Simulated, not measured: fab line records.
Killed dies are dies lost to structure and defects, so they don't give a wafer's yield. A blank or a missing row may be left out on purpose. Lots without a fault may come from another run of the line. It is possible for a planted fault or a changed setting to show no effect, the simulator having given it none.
Matching of chambers :: flow sky130 :: SKY_FIELD_ISO_CMP_27 on cmp-01 has 4 sister chambers
The step polishes, stops on Si3N4, t overpolish 16 s, target thk 457.8 nm. 8 wafers are shown with their chamber, then 8 later ones without.

WAFERS WITH THEIR CHAMBER
wafer: L075.2
chamber: 0
motor-current-A (A): 13.8
time-to-endpoint-s (s): 113

wafer: L076.5
chamber: 0
motor-current-A (A): 14.0
time-to-endpoint-s (s): 107

wafer: L083.1
chamber: 3
motor-current-A (A): 10.1
time-to-endpoint-s (s): 109

wafer: L083.2
chamber: 1
motor-current-A (A): 11.0
time-to-endpoint-s (s): 111

wafer: L086.2
chamber: 1
motor-current-A (A): 11.1
time-to-endpoint-s (s): 109

wafer: L086.4
chamber: 2
motor-current-A (A): 10.8
time-to-endpoint-s (s): 108

wafer: L086.6
chamber: 2
motor-current-A (A): 10.7
time-to-endpoint-s (s): 108

wafer: L091.3
chamber: 3
motor-current-A (A): 10.1
time-to-endpoint-s (s): 110

WAFERS WHOSE CHAMBER IS MISSING
wafer: L091.5
motor-current-A (A): 13.9
time-to-endpoint-s (s): 114

wafer: L091.6
motor-current-A (A): 11.4
time-to-endpoint-s (s): 116

wafer: L095.1
motor-current-A (A): 11.1
time-to-endpoint-s (s): 102

wafer: L095.3
motor-current-A (A): 10.7
time-to-endpoint-s (s): 105

wafer: L095.6
motor-current-A (A): 10.9
time-to-endpoint-s (s): 111

wafer: L096.1
motor-current-A (A): 10.9
time-to-endpoint-s (s): 108

wafer: L096.3
motor-current-A (A): 13.6
time-to-endpoint-s (s): 110

wafer: L096.4
motor-current-A (A): 11.2
time-to-endpoint-s (s): 111

THE CHAMBER EACH PASSED THROUGH
wafer: L091.5
from the rows above: 0
in truth: 0

wafer: L091.6
from the rows above: 1
in truth: 1

wafer: L095.1
from the rows above: can't be placed: 1 or 2
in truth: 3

wafer: L095.3
from the rows above: 2
in truth: 2

wafer: L095.6
from the rows above: can't be placed: 1 or 2
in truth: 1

wafer: L096.1
from the rows above: can't be placed: 2 or 1
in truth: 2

wafer: L096.3
from the rows above: 0
in truth: 0

wafer: L096.4
from the rows above: 1
in truth: 1
Placed correctly: 5 of 8. Unplaceable from these rows: 3, with the true chamber sitting among the candidates in 2. Placed wrongly: 0.
How it was worked out, from the rows above alone: a wafer's distance from a chamber is the root of the sum, over the readings, of the square of ((its reading less the chamber's mean) divided by the reading's scatter). If the next closest chamber is less than 2 further off than the closest, the wafer can't be placed; otherwise it belongs to the closest. For every chamber, the mean is computed from those of its wafers that are shown. The scatter is the square root of a quotient: the sum, over the shown wafers, of each reading's squared deviation from its chamber's mean, divided by wafers minus chambers.
